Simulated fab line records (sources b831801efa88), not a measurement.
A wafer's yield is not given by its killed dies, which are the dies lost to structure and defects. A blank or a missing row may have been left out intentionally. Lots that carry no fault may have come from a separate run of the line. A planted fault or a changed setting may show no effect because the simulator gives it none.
fab line records	flow sky130	part 2 of 2: steps 27 to 39 of 39
record lots=5	wafers=15	lastDay=50
route steps=708 shown VIA1@482 METAL2@483 VIA2@507
lots with no fault: from the same line, run without faults
startH: hours from the record's first day to the start of the lot's first wafer shown	waitH: hours since the lot's step before	" same as the row above	L1.1+2: a single row standing in for several wafers	- either no value or no given start	* or withheld: withheld	< > ~ a bound
route shown NAME@n: NAME is a module with steps in the file, n the number in the route of the first one	usual: mean/standard deviation of fault-free wafers	same: alike in all rows	chamber/n: place in a boat	sites: readings site by site	_std_site: the standard deviation of these	_edge_site: outer sites' mean less inner sites'	radiusMm: for every site, how far away it sits from the centre of the wafer	mask NAME#n: copy n	behind: the tool/chamber that last shaped the wafer	hold: why the lot went on hold/how many hours it stayed there/how the hold came to an end	device: the transistor (n, p or np) that didn't switch	end of line: tests run on the same wafers once the route is complete	step lacking rows: just its recipe	killed: at the first sort, the dies lost to defects and structure; wafer yield is something else	map: per-die view of a wafer (x killed, . not killed, _ where there is no die)
set.NAME: the setting the step ran with; set.NAME@STEP: the setting that earlier step ran with	model.NAME: the simulator's own value behind a step, which no gauge read
lots at some steps of the route; a table a step, a row a wafer
services: a tool's chamber out of use, with start hour (startH, from the record's first day; less than 0 if before it), hours out, and reason
## steps
# step SKY_VIA2_THK_MEAS_01
# recipe reads=SiO2_of_VIA2_HDPCVD_00
# usual VIA2_HDPCVD_THK=1176/13
lot.wafer	tool	chamber	startH	waitH	VIA2_HDPCVD_THK[nm]
L074.2	filmMetro-01	-	825.08	0.1	1188
L074.3	"	-	"	"	1193
L074.4	"	-	"	"	1198
L079.1	filmMetro-03	-	858.46	0.1	1156
L079.2	"	-	"	"	1158
L079.6	"	-	"	"	1159
L085.2	filmMetro-01	-	903.14	0.1	1173
L085.3	"	-	"	"	1179
L085.4	"	-	"	"	1163
L087.2	filmMetro-04	-	918.14	0.1	1171
L087.4	"	-	"	"	1158
L087.5	"	-	"	"	1173
L095.1	filmMetro-01	-	980.88	0.1	1173
L095.3	"	-	"	"	1173
L095.5	"	-	"	"	1174
# step SKY_VIA2_CMP_02
# recipe material=SiO2	downForcePsi=4	platenRpm=60	padVelocityMS=0.94248
# usual motorCurrentA=12.4/1.5	retainingRingPressureFrac=1.000/0.0045
lot.wafer	tool	chamber	startH	waitH	motorCurrentA	retainingRingPressureFrac
L074.4	cmp-02	3	825.13	0.0	10.8	0.999
L074.3	"	0	"	"	13.8	1.003
L074.2	"	2	"	"	10.1	1.004
L079.2	cmp-02	2	858.52	0.0	10.5	1.006
L079.1	"	0	"	"	13.7	1.002
L079.6	"	3	"	"	10.6	1.003
L085.2	cmp-01	0	903.19	0.0	12.8	0.998
L085.4	"	1	"	"	13.5	0.995
L085.3	"	2	"	"	12.2	1.002
L087.4	cmp-02	0	918.24	0.1	13.8	1.005
L087.2	"	1	"	"	10.6	1.001
L087.5	"	3	"	"	10.2	0.996
L095.1	cmp-02	1	980.94	0.1	10.9	1.001
L095.3	"	2	"	"	9.5	0.995
L095.5	"	2	"	"	9.6	0.995
# step SKY_VIA2_BOW_MEAS_03
# recipe mode=bow
# usual VIA2_BOW=87/6.9
lot.wafer	tool	chamber	startH	waitH	VIA2_BOW[um]
L074.2	filmMetro-04	-	825.45	0.1	83
L074.3	"	-	"	"	85
L074.4	"	-	"	"	98
L079.1	filmMetro-01	-	858.82	0.1	90
L079.2	"	-	"	"	88
L079.6	"	-	"	"	81
L085.2	filmMetro-04	-	903.51	0.3	87
L085.3	"	-	"	"	95
L085.4	"	-	"	"	99
L087.2	filmMetro-01	-	918.51	0.2	102
L087.4	"	-	"	"	79
L087.5	"	-	"	"	80
L095.1	filmMetro-01	-	981.24	0.2	77
L095.3	"	-	"	"	87
L095.5	"	-	"	"	77
# step SKY_VIA2_DEHYDRATE_04
# recipe tempC=200	timeS=60
# usual heaterPowerTotalW=160.37/0.12
lot.wafer	tool	chamber	startH	waitH	heaterPowerTotalW
L074.2	lithoTrack-02	0	837.31	11.8	160.19
L074.3	"	0	"	"	160.24
L074.4	"	0	"	"	160.46
L079.1	lithoTrack-02	0	871.04	12.2	160.31
L079.2	"	0	"	"	160.54
L079.6	"	0	"	"	160.48
L085.2	lithoTrack-04	0	916.32	12.8	160.29
L085.3	"	0	"	"	160.28
L085.4	"	0	"	"	160.53
L087.2	lithoTrack-02	0	930.06	11.5	160.31
L087.4	"	0	"	"	160.59
L087.5	"	0	"	"	160.09
L095.1	lithoTrack-03	0	992.67	11.4	160.59
L095.3	"	0	"	"	160.29
L095.5	"	0	"	"	160.48
# step SKY_VIA2_HMDS_05
# recipe primeTimeS=60	primeTempC=120
lot.wafer	tool	chamber	startH	waitH
L074.2+3+4	lithoTrack-02	0	837.46	0.1
L079.1+2+6	lithoTrack-02	0	871.19	0.1
L085.2+3+4	lithoTrack-04	0	916.47	0.1
L087.2+4+5	lithoTrack-02	0	930.21	0.1
L095.1+3+5	lithoTrack-03	0	992.82	0.1
# step SKY_VIA2_COAT_06
# recipe resist=BARC	tempC=withheld	timeS=withheld	spinRpm=3000	resistThkNm=60
lot.wafer	tool	chamber	startH	waitH
L074.2+3+4	lithoTrack-02	0	837.61	0.1
L079.1+2+6	lithoTrack-02	0	871.34	0.1
L085.2+3+4	lithoTrack-04	0	916.62	0.1
L087.2+4+5	lithoTrack-02	0	930.36	0.1
L095.1+3+5	lithoTrack-03	0	992.97	0.1
# step SKY_VIA2_COAT_07
# recipe resist=KrF-thick	spinRpm=3000	resistThkNm=450
lot.wafer	tool	chamber	startH	waitH
L074.2+3+4	lithoTrack-02	0	-	-
L079.1+2+6	lithoTrack-02	0	-	-
L085.2+3+4	lithoTrack-04	0	-	-
L087.2+4+5	lithoTrack-02	0	-	-
L095.1+3+5	lithoTrack-03	0	-	-
# step SKY_VIA2_SOFTBAKE_08
# recipe tempC=100	timeS=90	resist=KrF-thick
# usual heaterPowerTotalW=57.35/0.12
lot.wafer	tool	chamber	startH	waitH	heaterPowerTotalW
L074.2	lithoTrack-02	0	-	-	57.16
L074.3	"	0	"	"	57.26
L074.4	"	0	"	"	57.35
L079.1	lithoTrack-02	0	-	-	57.39
L079.2	"	0	"	"	57.31
L079.6	"	0	"	"	57.44
L085.2	lithoTrack-04	0	-	-	57.35
L085.3	"	0	"	"	57.22
L085.4	"	0	"	"	57.44
L087.2	lithoTrack-02	0	-	-	57.37
L087.4	"	0	"	"	57.18
L087.5	"	0	"	"	57.42
L095.1	lithoTrack-03	0	-	-	57.21
L095.3	"	0	"	"	57.26
L095.5	"	0	"	"	57.46
# step SKY_VIA2_EXPOSE_09
# recipe maskId=VIM2	na=0.8	sourceShape=annular	sigmaInner=0.55	sigmaOuter=0.85	targetCdNm=200	doseMj=38
# same na=0.8
lot.wafer	tool	chamber	startH	waitH	mask
L074.2+3+4	krfScanner-01	0	-	-	VIM2#0
L079.1+2+6	krfScanner-01	0	-	-	VIM2#0
L085.2+3+4	krfScanner-01	0	-	-	VIM2#0
L087.2+4+5	krfScanner-02	0	-	-	VIM2#0
L095.1+3+5	krfScanner-01	0	-	-	VIM2#0
# step SKY_VIA2_PEB_10
# recipe pebTempC=withheld	pebTimeS=withheld	resist=KrF-thick
lot.wafer	tool	chamber	startH	waitH
L074.2+3+4	lithoTrack-02	0	-	-
L079.1+2+6	lithoTrack-03	0	-	-
L085.2+3+4	lithoTrack-02	0	-	-
L087.2+4+5	lithoTrack-04	0	-	-
L095.1+3+5	lithoTrack-02	0	-	-
# step SKY_VIA2_DEVELOP_11
# recipe developTimeS=60	resist=KrF-thick	devTempC=21
lot.wafer	tool	chamber	startH	waitH
L074.2+3+4	lithoTrack-02	0	-	-
L079.1+2+6	lithoTrack-03	0	-	-
L085.2+3+4	lithoTrack-02	0	-	-
L087.2+4+5	lithoTrack-04	0	-	-
L095.1+3+5	lithoTrack-02	0	-	-
# step SKY_VIA2_CD_MEAS_12
# recipe targetCdNm=200
# usual cdNm=199.9/1.3
lot.wafer	tool	chamber	startH	waitH	cdNm
L074.2	cdSem-02	-	850.86	-	198.8
L074.3	"	-	"	"	200.1
L074.4	"	-	"	"	200.5
L079.1	cdSem-01	-	884.87	-	200.1
L079.2	"	-	"	"	200.1
L079.6	"	-	"	"	200.6
L085.2	cdSem-02	-	928.86	-	200.1
L085.3	"	-	"	"	199.6
L085.4	"	-	"	"	200.7
L087.2	cdSem-01	-	943.06	-	202.1
L087.4	"	-	"	"	200.9
L087.5	"	-	"	"	202.3
L095.1	cdSem-02	-	1004.59	-	201.8
L095.3	"	-	"	"	202.8
L095.5	"	-	"	"	200.4
# step SKY_VIA2_OVL_MEAS_13
# usual VIA2_OVL=-2/6
lot.wafer	tool	chamber	startH	waitH	VIA2_OVL[nm]
L074.2	overlay-02	-	850.96	0.1	-9
L074.3	"	-	"	"	-7
L074.4	"	-	"	"	-13
L079.1	overlay-02	-	884.99	0.1	-3
L079.2	"	-	"	"	-7
L079.6	"	-	"	"	-6
L085.2	overlay-01	-	928.96	0.1	-7
L085.3	"	-	"	"	-12
L085.4	"	-	"	"	-6
L087.2	overlay-01	-	943.17	0.1	-5
L087.4	"	-	"	"	-9
L087.5	"	-	"	"	0
L095.1	overlay-01	-	1004.71	0.1	6
L095.3	"	-	"	"	0
L095.5	"	-	"	"	1
## services
tool	chamber	startH	hours	kind
wetBench-02	-	778.57	1.9	pm
krfScanner-01	-	785.59	0.8	pm
cmp-01	-	787.13	6.0	repair
wetBench-02	-	795.28	1.1	repair
rieMetal-03	-	800.02	28.1	pm
rieMetal-02	-	802.54	0.6	repair
pvdSputter-01	-	805.42	8.1	repair
pvdSputter-01	-	806.62	2.3	repair
cmp-02	-	809.96	1.1	repair
krfScanner-01	-	811.46	1.3	pm
krfScanner-01	-	817.22	6.1	repair
hdpcvd-01	-	819.55	5.5	pm
cmp-02	-	834.17	0.7	repair
pvdSputter-04	-	838.53	7.8	repair
pvdSputter-03	-	854.45	6.5	repair
cmp-02	-	864.27	1.7	repair
wetBench-02	-	871.71	1.5	repair
cmp-01	-	874.33	4.6	pm
krfScanner-01	-	874.51	1.0	pm
cmp-02	-	898.17	2.1	repair
pvdSputter-01	-	950.32	3.3	repair
krfScanner-01	-	954.39	0.8	pm
krfScanner-01	-	956.76	4.4	pm
krfScanner-01	-	987.36	1.3	pm
